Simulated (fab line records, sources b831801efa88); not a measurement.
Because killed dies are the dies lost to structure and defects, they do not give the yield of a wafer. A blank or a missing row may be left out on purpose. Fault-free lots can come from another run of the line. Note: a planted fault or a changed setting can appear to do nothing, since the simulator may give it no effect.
fab line records	flow gf180mcu
[record] lots = 24	wafers = 72	last_day = 34
route steps=602 shown CONTACT@313 V1@357 V3@444 MIM@507 V5@543
lots that met no fault: from a run of the same line without faults
start_h: the number of hours between the record's first day and the start of the first shown wafer of the lot	wait_h: hours elapsed since this lot's preceding step	" same as the row above	L1.1+2: one row covering several wafers at once	- either no value or no given start	* or withheld: withheld	< > ~ a bound
route shown NAME@n: names a module that has steps shown in the file, with the first one's number in the route	usual: mean/standard deviation of fault-free wafers	same: alike in all rows	chamber/n: place in a boat	sites: readings site by site	_std_site: standard deviation across them	_edge_site: mean of outer sites minus mean of inner sites	radius_mm: how far each site lies from the wafer's centre	mask NAME#n: copy n	behind: the tool/chamber that last shaped the wafer	hold: the reason the lot was held/the length of the hold in hours/how it ended	device: the n, p or np transistor that did not switch	end of line: tests of these same wafers at the route's end	a step with no rows: only its recipe	killed: at the first sort, the dies lost to defects and structure; wafer yield is something else	map: shows each die of a wafer: x if killed, . if not, _ if none is there
set.NAME: the setting as run; set.NAME@STEP: as run at that earlier step	model.NAME: the simulator's own value behind a step, which no gauge read
steps of the route over a sample of lots; a table a step, a row a wafer
services: a tool's chamber out of use, with start hour (start_h, from the record's first day; less than 0 if before it), hours out, and reason
[[steps]]
[step GF_CONTACT_THK_MEAS_26]
[recipe] thk_meas_gauge = xrf	reads = W_of_CONTACT_CVD_24
[usual] CONTACT_W_THK = 296/3.7
lot.wafer	tool	chamber	start_h	wait_h	CONTACT_W_THK[nm]
L075.4	film_metro-01	-	372.73	0.1	300
L075.5	"	-	"	"	304
L075.6	"	-	"	"	300
L074.1	film_metro-02	-	377.26	0.1	302
L074.3	"	-	"	"	302
L074.6	"	-	"	"	301
L076.1	film_metro-03	-	384.94	0.1	302
L076.3	"	-	"	"	303
L076.4	"	-	"	"	301
L077.1	film_metro-01	-	393.41	0.1	296
L077.5	"	-	"	"	293
L077.6	"	-	"	"	296
L078.1	film_metro-03	-	394.98	0.1	296
L078.2	"	-	"	"	298
L078.4	"	-	"	"	299
L079.2	film_metro-02	-	406.68	0.1	294
L079.4	"	-	"	"	291
L079.5	"	-	"	"	300
L080.1	film_metro-02	-	412.75	0.1	300
L080.4	"	-	"	"	297
L080.5	"	-	"	"	298
L081.1	film_metro-02	-	423.12	0.1	298
L081.2	"	-	"	"	294
L081.3	"	-	"	"	299
L082.3	film_metro-03	-	430.65	0.1	294
L082.4	"	-	"	"	296
L082.6	"	-	"	"	295
L083.2	film_metro-01	-	439.30	0.1	294
L083.4	"	-	"	"	293
L083.6	"	-	"	"	297
L084.2	film_metro-01	-	447.89	0.1	296
L084.3	"	-	"	"	290
L084.5	"	-	"	"	296
L085.3	film_metro-01	-	456.77	0.1	296
L085.4	"	-	"	"	295
L085.6	"	-	"	"	302
L086.2	film_metro-03	-	457.10	0.1	294
L086.3	"	-	"	"	288
L086.4	"	-	"	"	294
L087.1	film_metro-03	-	482.50	0.1	300
L087.4	"	-	"	"	293
L087.5	"	-	"	"	298
L088.1	film_metro-02	-	488.44	0.1	294
L088.3	"	-	"	"	293
L088.6	"	-	"	"	290
L089.4	film_metro-03	-	496.56	0.1	300
L089.5	"	-	"	"	300
L089.6	"	-	"	"	298
L090.1	film_metro-02	-	504.53	0.1	294
L090.3	"	-	"	"	297
L090.5	"	-	"	"	291
L091.3	film_metro-01	-	528.60	0.1	292
L091.5	"	-	"	"	300
L091.6	"	-	"	"	291
L092.1	film_metro-02	-	539.09	0.1	294
L092.2	"	-	"	"	290
L092.6	"	-	"	"	291
L093.1	film_metro-01	-	539.43	0.1	297
L093.2	"	-	"	"	292
L093.4	"	-	"	"	294
L095.2	film_metro-03	-	551.63	0.1	302
L095.4	"	-	"	"	300
L095.5	"	-	"	"	298
L094.2	film_metro-02	-	558.28	0.1	294
L094.5	"	-	"	"	296
L094.6	"	-	"	"	294
L096.1	film_metro-01	-	565.03	0.1	297
L096.2	"	-	"	"	300
L096.6	"	-	"	"	293
L097.1	film_metro-02	-	570.83	0.1	299
L097.2	"	-	"	"	293
L097.4	"	-	"	"	292
[step GF_V1_SPUTTER_22]
[recipe] material = TiN	target_thk_nm = 10	chamber_pressure_pa = 5	power_w = 4000	time_s = 40
[usual] throttle_valve_pct = 29.5/1
lot.wafer	tool	chamber	start_h	wait_h	throttle_valve_pct
L075.4	pvd_sputter-02	-	421.37	0.0	28.9
L075.5	"	-	"	"	30.0
L075.6	"	-	"	"	29.8
L074.1	pvd_sputter-04	-	425.26	0.0	29.8
L074.3	"	-	"	"	28.9
L074.6	"	-	"	"	30.7
L076.1	pvd_sputter-04	-	433.40	0.0	29.6
L076.3	"	-	"	"	28.3
L076.4	"	-	"	"	28.9
L077.1	pvd_sputter-03	-	441.56	0.0	27.3
L077.5	"	-	"	"	27.5
L077.6	"	-	"	"	30.5
L078.1	pvd_sputter-02	-	444.46	0.0	28.7
L078.2	"	-	"	"	29.9
L078.4	"	-	"	"	30.0
L079.2	pvd_sputter-02	-	456.16	0.0	30.1
L079.4	"	-	"	"	29.7
L079.5	"	-	"	"	28.8
L080.1	pvd_sputter-02	-	461.97	0.0	30.0
L080.4	"	-	"	"	29.6
L080.5	"	-	"	"	28.9
L081.1	pvd_sputter-04	-	473.17	0.0	29.2
L081.2	"	-	"	"	28.1
L081.3	"	-	"	"	30.7
L082.3	pvd_sputter-04	-	481.74	0.0	29.7
L082.4	"	-	"	"	28.8
L082.6	"	-	"	"	29.6
L083.2	pvd_sputter-04	-	489.73	0.0	29.0
L083.4	"	-	"	"	30.7
L083.6	"	-	"	"	30.6
L084.2	pvd_sputter-04	-	497.63	0.0	28.9
L084.3	"	-	"	"	30.9
L084.5	"	-	"	"	30.5
L085.3	pvd_sputter-04	-	507.37	0.0	28.2
L085.4	"	-	"	"	29.1
L085.6	"	-	"	"	28.5
L086.2	pvd_sputter-02	-	508.13	0.0	30.1
L086.3	"	-	"	"	28.7
L086.4	"	-	"	"	30.2
L087.1	pvd_sputter-04	-	532.74	0.0	30.4
L087.4	"	-	"	"	29.0
L087.5	"	-	"	"	28.9
L088.1	pvd_sputter-03	-	538.34	0.0	29.5
L088.3	"	-	"	"	27.2
L088.6	"	-	"	"	29.5
L089.4	pvd_sputter-03	-	544.41	0.0	30.9
L089.5	"	-	"	"	30.4
L089.6	"	-	"	"	31.3
L090.1	pvd_sputter-03	-	552.43	0.0	27.4
L090.3	"	-	"	"	31.2
L090.5	"	-	"	"	30.9
L091.3	pvd_sputter-04	-	576.24	0.0	29.1
L091.5	"	-	"	"	30.8
L091.6	"	-	"	"	28.2
L092.1	pvd_sputter-02	-	586.00	0.0	29.8
L092.2	"	-	"	"	30.1
L092.6	"	-	"	"	30.0
L093.1	pvd_sputter-04	-	586.28	0.0	29.1
L093.2	"	-	"	"	29.8
L093.4	"	-	"	"	28.1
L095.2	pvd_sputter-03	-	597.34	0.0	31.0
L095.4	"	-	"	"	30.2
L095.5	"	-	"	"	27.2
L094.2	pvd_sputter-02	-	604.93	0.0	29.9
L094.5	"	-	"	"	29.9
L094.6	"	-	"	"	29.6
L096.1	pvd_sputter-03	-	609.87	0.0	29.4
L096.2	"	-	"	"	31.1
L096.6	"	-	"	"	30.2
L097.1	pvd_sputter-03	-	616.73	0.0	30.0
L097.2	"	-	"	"	29.9
L097.4	"	-	"	"	30.8
[step GF_V3_OVL_MEAS_15]
[usual] V3_OVL = -6/4.9
lot.wafer	tool	chamber	start_h	wait_h	V3_OVL[nm]
L075.4	overlay-02	-	518.92	0.1	0
L075.5	"	-	"	"	-9
L075.6	"	-	"	"	-8
L074.1	overlay-01	-	524.07	0.1	-8
L074.3	"	-	"	"	-10
L074.6	"	-	"	"	2
L076.1	overlay-01	-	533.07	0.1	-16
L076.3	"	-	"	"	-9
L076.4	"	-	"	"	-4
L077.1	overlay-01	-	540.97	0.1	-12
L077.5	"	-	"	"	-9
L077.6	"	-	"	"	-12
L078.1	overlay-02	-	542.67	0.1	2
L078.2	"	-	"	"	-9
L078.4	"	-	"	"	-8
L079.2	overlay-02	-	554.15	0.1	2
L079.4	"	-	"	"	1
L079.5	"	-	"	"	0
L080.1	overlay-01	-	560.85	0.1	-11
L080.4	"	-	"	"	-7
L080.5	"	-	"	"	-12
L081.1	overlay-02	-	571.02	0.1	-11
L081.2	"	-	"	"	-8
L081.3	"	-	"	"	-12
L082.3	overlay-01	-	579.07	0.1	-6
L082.4	"	-	"	"	-11
L082.6	"	-	"	"	-9
L083.2	overlay-01	-	585.88	0.1	0
L083.4	"	-	"	"	2
L083.6	"	-	"	"	-4
L084.2	overlay-01	-	592.73	0.1	-2
L084.3	"	-	"	"	-2
L084.5	"	-	"	"	-3
L085.3	overlay-02	-	602.43	0.1	-5
L085.4	"	-	"	"	-5
L085.6	"	-	"	"	-3
L086.2	overlay-02	-	602.78	0.1	-4
L086.3	"	-	"	"	-2
L086.4	"	-	"	"	-6
L087.1	overlay-01	-	626.35	0.1	-8
L087.4	"	-	"	"	-12
L087.5	"	-	"	"	-8
L088.1	overlay-01	-	629.70	0.1	-5
L088.3	"	-	"	"	-7
L088.6	"	-	"	"	-1
L089.4	overlay-01	-	635.42	0.1	-16
L089.5	"	-	"	"	-7
L089.6	"	-	"	"	-13
L090.1	overlay-02	-	640.92	0.1	-7
L090.3	"	-	"	"	-10
L090.5	"	-	"	"	-5
L091.3	overlay-02	-	664.16	0.1	-10
L091.5	"	-	"	"	-9
L091.6	"	-	"	"	-14
L092.1	overlay-01	-	673.77	0.1	2
L092.2	"	-	"	"	-4
L092.6	"	-	"	"	-5
L093.1	overlay-01	-	674.20	0.1	-13
L093.2	"	-	"	"	-15
L093.4	"	-	"	"	-11
L095.2	overlay-01	-	682.96	0.1	-4
L095.4	"	-	"	"	-13
L095.5	"	-	"	"	-11
L094.2	overlay-02	-	689.76	0.1	-10
L094.5	"	-	"	"	-15
L094.6	"	-	"	"	-6
L096.1	overlay-01	-	695.15	0.1	-13
L096.2	"	-	"	"	-10
L096.6	"	-	"	"	-10
L097.1	overlay-01	-	700.07	0.1	-1
L097.2	"	-	"	"	-11
L097.4	"	-	"	"	-8
[step GF_MIM_SPUTTER_04]
[recipe] material = TiN	target_thk_nm = 50	power_w = 6500	time_s = 41.7	chamber_pressure_pa = 0.4
[usual] throttle_valve_pct = 30.0/1.6
lot.wafer	tool	chamber	start_h	wait_h	throttle_valve_pct
L075.4	pvd_sputter-03	-	568.22	0.0	27.5
L075.5	"	-	"	"	30.1
L075.6	"	-	"	"	31.0
L074.1	pvd_sputter-01	-	573.97	0.0	32.8
L074.3	"	-	"	"	32.5
L074.6	"	-	"	"	33.1
L076.1	pvd_sputter-03	-	582.30	0.0	31.4
L076.3	"	-	"	"	27.2
L076.4	"	-	"	"	27.4
L077.1	pvd_sputter-03	-	589.54	0.0	29.5
L077.5	"	-	"	"	27.2
L077.6	"	-	"	"	31.0
L078.1	pvd_sputter-03	-	590.81	0.0	27.6
L078.2	"	-	"	"	29.8
L078.4	"	-	"	"	27.3
L079.2	pvd_sputter-02	-	601.37	0.0	29.8
L079.4	"	-	"	"	29.1
L079.5	"	-	"	"	28.9
L080.1	pvd_sputter-02	-	608.73	0.0	30.3
L080.4	"	-	"	"	29.7
L080.5	"	-	"	"	30.1
L081.1	pvd_sputter-03	-	618.19	0.0	29.5
L081.2	"	-	"	"	29.8
L081.3	"	-	"	"	27.3
L082.3	pvd_sputter-03	-	625.74	0.0	31.0
L082.4	"	-	"	"	30.1
L082.6	"	-	"	"	27.1
L083.2	pvd_sputter-01	-	632.97	0.0	32.7
L083.4	"	-	"	"	30.9
L083.6	"	-	"	"	32.7
L084.2	pvd_sputter-02	-	639.17	0.0	30.2
L084.3	"	-	"	"	29.7
L084.5	"	-	"	"	28.8
L085.3	pvd_sputter-03	-	648.19	0.0	29.4
L085.4	"	-	"	"	30.1
L085.6	"	-	"	"	29.5
L086.2	pvd_sputter-01	-	648.89	0.0	32.5
L086.3	"	-	"	"	29.7
L086.4	"	-	"	"	32.4
L087.1	pvd_sputter-01	-	671.04	0.0	30.0
L087.4	"	-	"	"	32.7
L087.5	"	-	"	"	33.0
L088.1	pvd_sputter-01	-	673.67	0.0	32.2
L088.3	"	-	"	"	32.9
L088.6	"	-	"	"	30.9
L089.4	pvd_sputter-03	-	679.61	0.0	27.3
L089.5	"	-	"	"	30.2
L089.6	"	-	"	"	27.0
L090.1	pvd_sputter-03	-	684.95	0.0	31.1
L090.3	"	-	"	"	29.4
L090.5	"	-	"	"	29.3
L091.3	pvd_sputter-03	-	706.49	0.0	29.6
L091.5	"	-	"	"	26.9
L091.6	"	-	"	"	29.9
L093.1	pvd_sputter-03	-	715.83	0.0	29.7
L093.2	"	-	"	"	30.2
L093.4	"	-	"	"	31.2
L092.1	pvd_sputter-02	-	716.59	0.0	29.7
L092.2	"	-	"	"	30.0
L092.6	"	-	"	"	30.0
L095.2	pvd_sputter-01	-	724.72	0.0	33.2
L095.4	"	-	"	"	32.7
L095.5	"	-	"	"	32.4
L094.2	pvd_sputter-03	-	731.02	0.0	29.7
L094.5	"	-	"	"	31.2
L094.6	"	-	"	"	29.9
L096.1	pvd_sputter-02	-	735.19	0.0	29.8
L096.2	"	-	"	"	28.8
L096.6	"	-	"	"	30.0
L097.1	pvd_sputter-03	-	740.72	0.0	30.0
L097.2	"	-	"	"	31.1
L097.4	"	-	"	"	29.6
[step GF_V5_THK_MEAS_03]
[recipe] reads = SiO2_of_V5_CVD_02
[usual] V5_CVD_02_THK = 1452/18
lot.wafer	tool	chamber	start_h	wait_h	V5_CVD_02_THK[nm]
L075.4	film_metro-03	-	611.81	0.0	1491
L075.5	"	-	"	"	1464
L075.6	"	-	"	"	1462
L074.1	film_metro-03	-	618.01	0.1	1435
L074.3	"	-	"	"	1430
L074.6	"	-	"	"	1448
L076.1	film_metro-04	-	626.72	0.1	1443
L076.3	"	-	"	"	1460
L076.4	"	-	"	"	1488
L077.1	film_metro-04	-	632.47	0.1	1452
L077.5	"	-	"	"	1482
L077.6	"	-	"	"	1467
L078.1	film_metro-04	-	634.80	0.1	1441
L078.2	"	-	"	"	1440
L078.4	"	-	"	"	1446
L079.2	film_metro-02	-	645.13	0.1	1438
L079.4	"	-	"	"	1470
L079.5	"	-	"	"	1475
L080.1	film_metro-04	-	651.37	0.1	1469
L080.4	"	-	"	"	1460
L080.5	"	-	"	"	1474
L081.1	film_metro-03	-	660.01	0.1	1467
L081.2	"	-	"	"	1446
L081.3	"	-	"	"	1435
L082.3	film_metro-04	-	666.66	0.1	1458
L082.4	"	-	"	"	1482
L082.6	"	-	"	"	1476
L083.2	film_metro-04	-	675.46	0.1	1423
L083.4	"	-	"	"	1482
L083.6	"	-	"	"	1448
L084.2	film_metro-03	-	679.58	0.1	1463
L084.3	"	-	"	"	1438
L084.5	"	-	"	"	1479
L085.3	film_metro-03	-	688.08	0.1	1440
L085.4	"	-	"	"	1463
L085.6	"	-	"	"	1467
L086.2	film_metro-02	-	688.67	0.1	1442
L086.3	"	-	"	"	1471
L086.4	"	-	"	"	1466
L087.1	film_metro-02	-	709.73	0.1	1423
L087.4	"	-	"	"	1460
L087.5	"	-	"	"	1478
L088.1	film_metro-04	-	713.32	0.1	1425
L088.3	"	-	"	"	1432
L088.6	"	-	"	"	1462
L089.4	film_metro-04	-	716.82	0.0	1460
L089.5	"	-	"	"	1452
L089.6	"	-	"	"	1441
L090.1	film_metro-03	-	723.17	0.1	1417
L090.3	"	-	"	"	1436
L090.5	"	-	"	"	1461
L091.3	film_metro-03	-	742.09	0.1	1437
L091.5	"	-	"	"	1460
L091.6	"	-	"	"	1452
L093.1	film_metro-02	-	752.53	0.1	1489
L093.2	"	-	"	"	1425
L093.4	"	-	"	"	1461
L092.1	film_metro-03	-	752.92	0.1	1430
L092.2	"	-	"	"	1428
L092.6	"	-	"	"	1447
L095.2	film_metro-02	-	760.36	0.1	1464
L095.4	"	-	"	"	1475
L095.5	"	-	"	"	1470
L094.2	film_metro-02	-	765.72	0.1	1429
L094.5	"	-	"	"	1467
L094.6	"	-	"	"	1447
L096.1	film_metro-04	-	770.11	0.1	1431
L096.2	"	-	"	"	1443
L096.6	"	-	"	"	1482
L097.1	film_metro-02	-	774.56	0.1	1435
L097.2	"	-	"	"	1436
L097.4	"	-	"	"	1458
[step GF_V5_ETCH_17]
[recipe] chemistry = C4F8/O2/Ar	mask_material = KrF	target = SiO2	stop_on = TiN	source_w = 1500	bias_w = 1200	pressure_mtorr = 40	c4f8_flow_sccm = withheld	O2_flow_sccm = 6	Ar_flow_sccm = 300	time_s = withheld	target_depth_a = 8550
[usual] oes_product_au = 0.859/0.0043
lot.wafer	tool	chamber	start_h	wait_h	oes_product_au
L075.4	rie_diel-01	2	-	-	0.858
L075.5	"	1	"	"	0.862
L075.6	"	2	"	"	0.858
L074.1	rie_diel-04	3	-	-	0.852
L074.3	"	1	"	"	0.859
L074.6	"	1	"	"	0.862
L076.1	rie_diel-01	0	-	-	0.857
L076.3	"	1	"	"	0.862
L076.4	"	3	"	"	0.851
L077.1	rie_diel-03	1	-	-	0.857
L077.5	"	0	"	"	0.866
L077.6	"	1	"	"	0.854
L078.1	rie_diel-01	1	-	-	0.863
L078.2	"	2	"	"	0.860
L078.4	"	0	"	"	0.858
L079.2	rie_diel-04	3	-	-	0.855
L079.4	"	0	"	"	0.860
L079.5	"	3	"	"	0.858
L080.1	rie_diel-01	2	-	-	0.856
L080.4	"	1	"	"	0.848
L080.5	"	0	"	"	0.859
L081.1	rie_diel-04	2	-	-	0.858
L081.2	"	3	"	"	0.857
L081.3	"	0	"	"	0.865
L082.3	rie_diel-01	0	-	-	0.856
L082.4	"	2	"	"	0.863
L082.6	"	0	"	"	0.861
L083.2	rie_diel-01	2	-	-	0.863
L083.4	"	3	"	"	0.861
L083.6	"	0	"	"	0.861
L084.2	rie_diel-03	1	-	-	0.854
L084.3	"	2	"	"	0.861
L084.5	"	1	"	"	0.866
L085.3	rie_diel-04	3	-	-	0.863
L085.4	"	2	"	"	0.864
L085.6	"	1	"	"	0.858
L086.2	rie_diel-04	0	-	-	0.857
L086.3	"	1	"	"	0.861
L086.4	"	3	"	"	0.856
L087.1	rie_diel-01	2	-	-	0.863
L087.4	"	1	"	"	0.854
L087.5	"	3	"	"	0.863
L088.1	rie_diel-03	0	-	-	0.862
L088.3	"	2	"	"	0.871
L088.6	"	1	"	"	0.863
L089.4	rie_diel-03	0	-	-	0.851
L089.5	"	1	"	"	0.861
L089.6	"	2	"	"	0.858
L090.1	rie_diel-03	0	-	-	0.856
L090.3	"	1	"	"	0.862
L090.5	"	1	"	"	0.856
L091.3	rie_diel-03	1	-	-	0.857
L091.5	"	0	"	"	0.866
L091.6	"	1	"	"	0.860
L093.1	rie_diel-01	2	-	-	0.862
L093.2	"	3	"	"	0.860
L093.4	"	0	"	"	0.854
L092.1	rie_diel-04	0	-	-	0.862
L092.2	"	1	"	"	0.862
L092.6	"	1	"	"	0.859
L095.2	rie_diel-01	2	-	-	0.856
L095.4	"	1	"	"	0.861
L095.5	"	0	"	"	0.852
L094.2	rie_diel-04	1	-	-	0.861
L094.5	"	2	"	"	0.861
L094.6	"	3	"	"	0.860
L096.1	rie_diel-03	0	-	-	0.850
L096.2	"	1	"	"	0.860
L096.6	"	0	"	"	0.863
L097.1	rie_diel-03	0	-	-	0.863
L097.2	"	2	"	"	0.853
L097.4	"	0	"	"	0.858
[[services]]
tool	chamber	start_h	hours	kind
rie_diel-04	3	399.65	7.2	repair
pvd_sputter-04	-	420.84	0.6	repair
pvd_sputter-04	-	444.49	1.8	repair
rie_diel-01	0	454.34	51.7	repair
rie_diel-01	1	471.25	6.5	repair
rie_diel-04	0	475.95	10.2	repair
rie_diel-03	-	509.33	14.6	pm
pvd_sputter-02	-	517.10	1.7	repair
rie_diel-01	1	524.34	11.8	repair
rie_diel-04	-	530.59	2.8	pm
rie_diel-01	0	548.48	6.1	repair
rie_diel-01	-	550.21	14.6	pm
rie_diel-04	1	580.13	2.0	repair
pvd_sputter-02	-	607.05	1.4	repair
rie_diel-03	3	613.62	12.3	repair
rie_diel-01	-	628.29	4.3	pm
rie_diel-01	1	677.23	10.3	repair
pvd_sputter-02	-	682.34	5.0	repair
pvd_sputter-02	-	693.85	5.5	repair
rie_diel-01	-	729.82	2.3	repair
rie_diel-03	3	732.20	43.0	repair
pvd_sputter-02	-	779.78	2.2	repair
rie_diel-03	3	783.06	14.5	repair
rie_diel-01	-	789.29	2.8	pm
[[key]]
fault none
